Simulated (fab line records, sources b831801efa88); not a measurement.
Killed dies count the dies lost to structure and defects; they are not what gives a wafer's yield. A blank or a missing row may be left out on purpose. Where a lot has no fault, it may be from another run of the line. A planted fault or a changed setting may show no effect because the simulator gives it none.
fab line records + flow gf180mcu
record:
- lots: 13
- wafers: 39
- lastDay: 34
route steps=602 shown CONTACT@287 V1@338
lots untouched by any fault: they come from a run of this same line in which no faults occurred
startH: the number of hours between the record's first day and the start of the first shown wafer of the lot + waitH: hours from the lot's prior step to this one + " same as the row above + L1.1+2: a row that stands for several wafers + - value missing, or start not given + * or withheld: withheld + < > ~ a bound
route shown NAME@n: NAME is a module with steps in the file, n the number in the route of the first one + usual: mean/standard deviation of fault-free wafers + same: alike in all rows + chamber/n: place in a boat + sites: readings site by site + _std_site: how widely they spread, as a standard deviation + _edge_site: outer sites' mean less inner sites' + radiusMm: how far each site lies from the wafer's centre + mask NAME#n: copy n + behind: the tool/chamber that last shaped the wafer + hold: what put the lot on hold/how long, in hours/how the hold closed + device: whichever transistor did not switch (one of n, p or np) + end of line: the route-end tests of the same wafers + step lacking rows: just its recipe + killed: at the first sort, the dies lost to defects and structure; wafer yield is something else + map: the dies of a wafer, with x for killed, . for not killed, _ for no die there
set.NAME: the setting that was run; set.NAME@STEP: the one run at that earlier step + model.NAME: the simulator's own value behind a step, which no gauge read
a sample of lots followed through the steps of the route, with each step as a table and each wafer as a row
services: from which hour (startH, from the record's first day; less than 0 if before it) a tool's chamber was out of use, for how many hours, and why
== steps ==
step: GF_CONTACT_CVD_00
recipe:
- material: SiO2
- targetThkNm: 300
- sigmaOpenFrac: 0.3
- tempC: 400
- timeS: 50
- sih4FlowSccm: 60
- pressureMtorr: 6
usual:
- sih4FlowSccm: 59.98/0.19
| lot.wafer | tool      | chamber | startH | waitH | sih4FlowSccm |
|-----------|-----------|---------|--------|-------|--------------|
| L820.1    | hdpcvd-01 | 0       | 361.46 | 0.1   | 59.94        |
| L820.3    | "         | 1       | "      | "     | 59.78        |
| L820.5    | "         | 2       | "      | "     | 59.93        |
| L821.1    | hdpcvd-01 | 1       | 369.55 | 0.1   | 59.69        |
| L821.2    | "         | 2       | "      | "     | 59.98        |
| L821.4    | "         | 2       | "      | "     | 60.08        |
| L822.2    | hdpcvd-01 | 1       | 371.13 | 0.1   | 59.99        |
| L822.3    | "         | 2       | "      | "     | 59.74        |
| L822.5    | "         | 0       | "      | "     | 59.98        |
| L823.1    | hdpcvd-01 | 1       | 377.93 | 0.1   | 59.86        |
| L823.3    | "         | 0       | "      | "     | 59.98        |
| L823.6    | "         | 2       | "      | "     | 59.86        |
| L825.1    | hdpcvd-02 | 1       | 392.39 | 0.1   | 60.13        |
| L825.3    | "         | 0       | "      | "     | 60.31        |
| L825.6    | "         | 2       | "      | "     | 59.97        |
| L828.1    | hdpcvd-01 | 0       | 423.24 | 0.1   | 59.93        |
| L828.4    | "         | 0       | "      | "     | 60.23        |
| L828.6    | "         | 2       | "      | "     | 59.82        |
| L827.2    | hdpcvd-02 | 2       | 423.47 | 0.1   | 59.80        |
| L827.3    | "         | 1       | "      | "     | 60.21        |
| L827.5    | "         | 0       | "      | "     | 59.70        |
| L829.4    | hdpcvd-02 | 0       | 426.24 | 0.1   | 60.36        |
| L829.5    | "         | 1       | "      | "     | 59.77        |
| L829.6    | "         | 2       | "      | "     | 60.29        |
| L831.1    | hdpcvd-02 | 2       | 442.14 | 0.1   | 60.00        |
| L831.2    | "         | 1       | "      | "     | 60.11        |
| L831.6    | "         | 1       | "      | "     | 59.83        |
| L832.1    | hdpcvd-01 | 0       | 460.90 | 0.1   | 59.97        |
| L832.5    | "         | 2       | "      | "     | 59.94        |
| L832.6    | "         | 1       | "      | "     | 60.08        |
| L835.1    | hdpcvd-01 | 2       | 477.84 | 0.1   | 59.95        |
| L835.5    | "         | 0       | "      | "     | 60.42        |
| L835.6    | "         | 2       | "      | "     | 59.79        |
| L839.3    | hdpcvd-01 | 0       | 519.00 | 0.1   | 29.83        |
| L839.5    | "         | 1       | "      | "     | 60.31        |
| L839.6    | "         | 0       | "      | "     | 30.11        |
| L840.1    | hdpcvd-02 | 2       | 524.36 | 0.1   | 60.10        |
| L840.5    | "         | 0       | "      | "     | 59.82        |
| L840.6    | "         | 2       | "      | "     | 59.99        |
step: GF_CONTACT_THK_MEAS_01
recipe:
- reads: SiO2_of_CONTACT_CVD_00
usual:
- CONTACT_CVD_00_THK: 300/4.8
| lot.wafer | tool         | chamber | startH | waitH | CONTACT_CVD_00_THK[nm] |
|-----------|--------------|---------|--------|-------|------------------------|
| L820.1    | filmMetro-02 | -       | 361.50 | 0.0   | 292                    |
| L820.3    | "            | -       | "      | "     | 300                    |
| L820.5    | "            | -       | "      | "     | 296                    |
| L821.1    | filmMetro-01 | -       | 369.59 | 0.0   | 298                    |
| L821.2    | "            | -       | "      | "     | 298                    |
| L821.4    | "            | -       | "      | "     | 297                    |
| L822.2    | filmMetro-03 | -       | 371.18 | 0.0   | 299                    |
| L822.3    | "            | -       | "      | "     | 296                    |
| L822.5    | "            | -       | "      | "     | 293                    |
| L823.1    | filmMetro-01 | -       | 377.97 | 0.0   | 298                    |
| L823.3    | "            | -       | "      | "     | 293                    |
| L823.6    | "            | -       | "      | "     | 297                    |
| L825.1    | filmMetro-03 | -       | 392.43 | 0.0   | 300                    |
| L825.3    | "            | -       | "      | "     | 301                    |
| L825.6    | "            | -       | "      | "     | 304                    |
| L828.1    | filmMetro-03 | -       | 423.28 | 0.0   | 297                    |
| L828.4    | "            | -       | "      | "     | 298                    |
| L828.6    | "            | -       | "      | "     | 304                    |
| L827.2    | filmMetro-02 | -       | 423.53 | 0.0   | 305                    |
| L827.3    | "            | -       | "      | "     | 303                    |
| L827.5    | "            | -       | "      | "     | 303                    |
| L829.4    | filmMetro-02 | -       | 426.29 | 0.0   | 303                    |
| L829.5    | "            | -       | "      | "     | 301                    |
| L829.6    | "            | -       | "      | "     | 304                    |
| L831.1    | filmMetro-03 | -       | 442.18 | 0.0   | 302                    |
| L831.2    | "            | -       | "      | "     | 298                    |
| L831.6    | "            | -       | "      | "     | 296                    |
| L832.1    | filmMetro-02 | -       | 460.95 | 0.0   | 296                    |
| L832.5    | "            | -       | "      | "     | 304                    |
| L832.6    | "            | -       | "      | "     | 300                    |
| L835.1    | filmMetro-03 | -       | 477.88 | 0.0   | 297                    |
| L835.5    | "            | -       | "      | "     | 293                    |
| L835.6    | "            | -       | "      | "     | 298                    |
| L839.3    | filmMetro-03 | -       | 519.07 | 0.0   | 143                    |
| L839.5    | "            | -       | "      | "     | 302                    |
| L839.6    | "            | -       | "      | "     | 143                    |
| L840.1    | filmMetro-03 | -       | 524.40 | 0.0   | 305                    |
| L840.5    | "            | -       | "      | "     | 302                    |
| L840.6    | "            | -       | "      | "     | 304                    |
step: GF_CONTACT_CD_MEAS_14
recipe:
- targetCdNm: 220
usual:
- cdNm: 219.6/1.4
| lot.wafer | tool     | chamber | startH | waitH | cdNm  |
|-----------|----------|---------|--------|-------|-------|
| L820.1    | cdSem-02 | -       | 384.37 | 0.1   | 221.2 |
| L820.3    | "        | -       | "      | "     | 221.3 |
| L820.5    | "        | -       | "      | "     | 221.4 |
| L821.1    | cdSem-01 | -       | 392.31 | 0.1   | 217.1 |
| L821.2    | "        | -       | "      | "     | 219.0 |
| L821.4    | "        | -       | "      | "     | 217.5 |
| L822.2    | cdSem-01 | -       | 394.33 | 0.1   | 217.5 |
| L822.3    | "        | -       | "      | "     | 217.3 |
| L822.5    | "        | -       | "      | "     | 218.2 |
| L823.1    | cdSem-01 | -       | 401.37 | 0.1   | 218.2 |
| L823.3    | "        | -       | "      | "     | 219.4 |
| L823.6    | "        | -       | "      | "     | 219.1 |
| L825.1    | cdSem-01 | -       | 416.27 | 0.1   | 219.5 |
| L825.3    | "        | -       | "      | "     | 219.1 |
| L825.6    | "        | -       | "      | "     | 218.3 |
| L828.1    | cdSem-02 | -       | 447.66 | 0.1   | 221.9 |
| L828.4    | "        | -       | "      | "     | 221.1 |
| L828.6    | "        | -       | "      | "     | 221.9 |
| L827.2    | cdSem-01 | -       | 449.88 | 0.1   | 219.0 |
| L827.3    | "        | -       | "      | "     | 218.0 |
| L827.5    | "        | -       | "      | "     | 219.3 |
| L829.4    | cdSem-01 | -       | 451.62 | 0.1   | 219.9 |
| L829.5    | "        | -       | "      | "     | 220.0 |
| L829.6    | "        | -       | "      | "     | 219.3 |
| L831.1    | cdSem-01 | -       | 467.21 | 0.1   | 220.4 |
| L831.2    | "        | -       | "      | "     | 220.0 |
| L831.6    | "        | -       | "      | "     | 221.0 |
| L832.1    | cdSem-02 | -       | 485.87 | 0.1   | 220.4 |
| L832.5    | "        | -       | "      | "     | 220.4 |
| L832.6    | "        | -       | "      | "     | 220.8 |
| L835.1    | cdSem-02 | -       | 502.10 | 0.1   | 217.6 |
| L835.5    | "        | -       | "      | "     | 219.1 |
| L835.6    | "        | -       | "      | "     | 217.5 |
| L839.3    | cdSem-01 | -       | 542.24 | 0.1   | 220.1 |
| L839.5    | "        | -       | "      | "     | 219.5 |
| L839.6    | "        | -       | "      | "     | 220.3 |
| L840.1    | cdSem-02 | -       | 547.62 | 0.1   | 221.1 |
| L840.5    | "        | -       | "      | "     | 220.6 |
| L840.6    | "        | -       | "      | "     | 220.7 |
step: GF_CONTACT_OVL_MEAS_15
usual:
- CONTACT_OVL: -1/5.4
| lot.wafer | tool       | chamber | startH | waitH | CONTACT_OVL[nm] |
|-----------|------------|---------|--------|-------|-----------------|
| L820.1    | overlay-01 | -       | 384.49 | 0.1   | -13             |
| L820.3    | "          | -       | "      | "     | -9              |
| L820.5    | "          | -       | "      | "     | -4              |
| L821.1    | overlay-02 | -       | 392.43 | 0.1   | -3              |
| L821.2    | "          | -       | "      | "     | 0               |
| L821.4    | "          | -       | "      | "     | -2              |
| L822.2    | overlay-01 | -       | 394.44 | 0.1   | -3              |
| L822.3    | "          | -       | "      | "     | 6               |
| L822.5    | "          | -       | "      | "     | 5               |
| L823.1    | overlay-01 | -       | 401.49 | 0.1   | -3              |
| L823.3    | "          | -       | "      | "     | -8              |
| L823.6    | "          | -       | "      | "     | 5               |
| L825.1    | overlay-01 | -       | 416.39 | 0.1   | -5              |
| L825.3    | "          | -       | "      | "     | -6              |
| L825.6    | "          | -       | "      | "     | 5               |
| L828.1    | overlay-02 | -       | 447.78 | 0.1   | -6              |
| L828.4    | "          | -       | "      | "     | 5               |
| L828.6    | "          | -       | "      | "     | -4              |
| L827.2    | overlay-01 | -       | 449.99 | 0.1   | 4               |
| L827.3    | "          | -       | "      | "     | -6              |
| L827.5    | "          | -       | "      | "     | -3              |
| L829.4    | overlay-02 | -       | 451.70 | 0.1   | 1               |
| L829.5    | "          | -       | "      | "     | -6              |
| L829.6    | "          | -       | "      | "     | 4               |
| L831.1    | overlay-01 | -       | 467.33 | 0.1   | -4              |
| L831.2    | "          | -       | "      | "     | 2               |
| L831.6    | "          | -       | "      | "     | 3               |
| L832.1    | overlay-02 | -       | 485.99 | 0.1   | 0               |
| L832.5    | "          | -       | "      | "     | -3              |
| L832.6    | "          | -       | "      | "     | 4               |
| L835.1    | overlay-02 | -       | 502.22 | 0.1   | -6              |
| L835.5    | "          | -       | "      | "     | -3              |
| L835.6    | "          | -       | "      | "     | 1               |
| L839.3    | overlay-02 | -       | 542.33 | 0.1   | 5               |
| L839.5    | "          | -       | "      | "     | 5               |
| L839.6    | "          | -       | "      | "     | 3               |
| L840.1    | overlay-02 | -       | 547.74 | 0.1   | -2              |
| L840.5    | "          | -       | "      | "     | 1               |
| L840.6    | "          | -       | "      | "     | 4               |
step: GF_CONTACT_ETCH_17
recipe:
- chemistry: C4F8/O2/Ar
- maskMaterial: KrF
- target: SiO2
- stopOn: CoSi2
- sourceW: 1500
- biasW: 1200
- pressureMtorr: 40
- c4f8FlowSccm: withheld
- O2_flow_sccm: 6
- Ar_flow_sccm: 300
- timeS: withheld
- targetDepthA: 8600
usual:
- oesProductAu: 0.814/0.0055
| lot.wafer | tool       | chamber | startH | waitH | oesProductAu |
|-----------|------------|---------|--------|-------|--------------|
| L820.1    | rieDiel-04 | 1       | -      | -     | 0.806        |
| L820.3    | "          | 2       | "      | "     | 0.815        |
| L820.5    | "          | 2       | "      | "     | 0.807        |
| L821.1    | rieDiel-04 | 1       | -      | -     | 0.807        |
| L821.2    | "          | 3       | "      | "     | 0.819        |
| L821.4    | "          | 2       | "      | "     | 0.813        |
| L822.2    | rieDiel-01 | 3       | -      | -     | 0.807        |
| L822.3    | "          | 1       | "      | "     | 0.812        |
| L822.5    | "          | 0       | "      | "     | 0.808        |
| L823.1    | rieDiel-02 | 0       | -      | -     | 0.812        |
| L823.3    | "          | 3       | "      | "     | 0.816        |
| L823.6    | "          | 0       | "      | "     | 0.811        |
| L825.1    | rieDiel-04 | 3       | -      | -     | 0.813        |
| L825.3    | "          | 0       | "      | "     | 0.810        |
| L825.6    | "          | 2       | "      | "     | 0.823        |
| L828.1    | rieDiel-01 | 3       | -      | -     | 0.814        |
| L828.4    | "          | 0       | "      | "     | 0.814        |
| L828.6    | "          | 2       | "      | "     | 0.815        |
| L827.2    | rieDiel-02 | 0       | -      | -     | 0.812        |
| L827.3    | "          | 3       | "      | "     | 0.822        |
| L827.5    | "          | 2       | "      | "     | 0.819        |
| L829.4    | rieDiel-04 | 1       | -      | -     | 0.817        |
| L829.5    | "          | 3       | "      | "     | 0.818        |
| L829.6    | "          | 2       | "      | "     | 0.813        |
| L831.1    | rieDiel-01 | 0       | -      | -     | 0.822        |
| L831.2    | "          | 1       | "      | "     | 0.811        |
| L831.6    | "          | 1       | "      | "     | 0.816        |
| L832.1    | rieDiel-02 | 1       | -      | -     | 0.809        |
| L832.5    | "          | 3       | "      | "     | 0.815        |
| L832.6    | "          | 0       | "      | "     | 0.819        |
| L835.1    | rieDiel-04 | 1       | -      | -     | 0.806        |
| L835.5    | "          | 0       | "      | "     | 0.821        |
| L835.6    | "          | 3       | "      | "     | 0.807        |
| L839.3    | rieDiel-02 | 0       | -      | -     | 0.727        |
| L839.5    | "          | 1       | "      | "     | 0.822        |
| L839.6    | "          | 2       | "      | "     | 0.746        |
| L840.1    | rieDiel-02 | 1       | -      | -     | 0.812        |
| L840.5    | "          | 3       | "      | "     | 0.822        |
| L840.6    | "          | 0       | "      | "     | 0.813        |
step: GF_V1_THK_MEAS_03
recipe:
- reads: SiO2_of_V1_CVD_02
usual:
- V1_CVD_02_THK: 851/12
| lot.wafer | tool         | chamber | startH | waitH | V1_CVD_02_THK[nm] |
|-----------|--------------|---------|--------|-------|-------------------|
| L820.1    | filmMetro-03 | -       | 410.95 | 0.0   | 845               |
| L820.3    | "            | -       | "      | "     | 847               |
| L820.5    | "            | -       | "      | "     | 848               |
| L821.1    | filmMetro-02 | -       | 417.99 | 0.0   | 844               |
| L821.2    | "            | -       | "      | "     | 846               |
| L821.4    | "            | -       | "      | "     | 852               |
| L822.2    | filmMetro-02 | -       | 420.65 | 0.0   | 847               |
| L822.3    | "            | -       | "      | "     | 855               |
| L822.5    | "            | -       | "      | "     | 854               |
| L823.1    | filmMetro-03 | -       | 427.53 | 0.0   | 857               |
| L823.3    | "            | -       | "      | "     | 847               |
| L823.6    | "            | -       | "      | "     | 861               |
| L825.1    | filmMetro-02 | -       | 442.65 | 0.0   | 850               |
| L825.3    | "            | -       | "      | "     | 852               |
| L825.6    | "            | -       | "      | "     | 868               |
| L828.1    | filmMetro-04 | -       | 474.68 | 0.0   | 838               |
| L828.4    | "            | -       | "      | "     | 863               |
| L828.6    | "            | -       | "      | "     | 862               |
| L827.2    | filmMetro-02 | -       | 477.12 | 0.0   | 836               |
| L827.3    | "            | -       | "      | "     | 840               |
| L827.5    | "            | -       | "      | "     | 839               |
| L829.4    | filmMetro-02 | -       | 478.86 | 0.0   | 841               |
| L829.5    | "            | -       | "      | "     | 863               |
| L829.6    | "            | -       | "      | "     | 859               |
| L831.1    | filmMetro-02 | -       | 493.78 | 0.0   | 855               |
| L831.2    | "            | -       | "      | "     | 842               |
| L831.6    | "            | -       | "      | "     | 863               |
| L832.1    | filmMetro-02 | -       | 511.55 | 0.0   | 855               |
| L832.5    | "            | -       | "      | "     | 850               |
| L832.6    | "            | -       | "      | "     | 863               |
| L835.1    | filmMetro-03 | -       | 527.72 | 0.0   | 848               |
| L835.5    | "            | -       | "      | "     | 864               |
| L835.6    | "            | -       | "      | "     | 867               |
| L839.3    | filmMetro-03 | -       | 567.31 | 0.1   | 856               |
| L839.5    | "            | -       | "      | "     | 860               |
| L839.6    | "            | -       | "      | "     | 891               |
| L840.1    | filmMetro-02 | -       | 571.91 | 0.0   | 819               |
| L840.5    | "            | -       | "      | "     | 853               |
| L840.6    | "            | -       | "      | "     | 836               |
== services ==
| tool       | chamber | startH | hours | kind          |
|------------|---------|--------|-------|---------------|
| rieDiel-04 | -       | 343.58 | 0.2   | repair        |
| hdpcvd-01  | -       | 356.01 | 2.8   | pm            |
| hdpcvd-02  | 0       | 361.71 | 4.0   | repair        |
| rieDiel-04 | 0       | 387.88 | 18.2  | repair        |
| rieDiel-01 | 1       | 444.79 | 21.3  | repair        |
| rieDiel-02 | -       | 446.42 | 0.3   | repair        |
| rieDiel-04 | -       | 451.30 | 0.4   | repair        |
| hdpcvd-02  | 1       | 482.62 | 12.9  | repair        |
| rieDiel-04 | 3       | 509.49 | 5.6   | repair        |
| rieDiel-01 | 1       | 513.40 | -     | clean         |
| rieDiel-01 | 1       | 513.40 | 18.6  | scheduledDown |
| rieDiel-01 | 1       | 513.40 | 18.6  | ventCycle     |
| rieDiel-04 | 2       | 531.48 | -     | clean         |
| rieDiel-04 | 2       | 531.48 | 28.2  | scheduledDown |
| rieDiel-04 | 2       | 531.48 | 28.2  | ventCycle     |
| rieDiel-01 | 3       | 534.69 | -     | clean         |
| rieDiel-01 | 3       | 534.69 | 31.5  | scheduledDown |
| rieDiel-01 | 3       | 534.69 | 31.5  | ventCycle     |
| hdpcvd-01  | -       | 539.25 | 15.0  | pm            |
| hdpcvd-01  | 0       | 539.25 | 15.0  | ventCycle     |
| hdpcvd-01  | 1       | 539.25 | 15.0  | ventCycle     |
| hdpcvd-01  | 2       | 539.25 | 15.0  | ventCycle     |
== key ==
firstSign:
- step: GF_CONTACT_CVD_00
- reading: sih4FlowSccm
- direction: down
- sigmas: 99+
- usual: 59.98
- struck: 29.97
effect:
- step: GF_CONTACT_THK_MEAS_01
- reading: CONTACT_CVD_00_THK
- direction: down
- sigmas: 32
- usual: 300
- struck: 143
effect:
- step: GF_CONTACT_ETCH_17
- reading: oesProductAu
- direction: down
- sigmas: 14
- usual: 0.814
- struck: 0.736
metAt GF_CONTACT_CVD_00
struckLots L839
struckWafers L839.3,L839.6
testerLeftOut L839
notActingAt GF_CONTACT_CD_MEAS_14,GF_CONTACT_OVL_MEAS_15,GF_V1_THK_MEAS_03
onsetBetween 477.84 519.00
fault:
- kind: processParameterDrift
- tool: hdpcvd-01
- chamber: 0
- onsetH: 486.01
- steps: GF_CONTACT_CVD_00
- channel: sih4FlowSccm
- offset: -30
- shape: step
- endH: 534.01
- actsIn: theseRecipesOnly
- stated: 60
testerLeftOut: of these lots the tester's yield and bins aren't shown, on N5 and GAA mostly nor the transistor test; their killed dies are dies lost to structure and defects alone, not to doping, threshold or leakage, so they don't give the yield
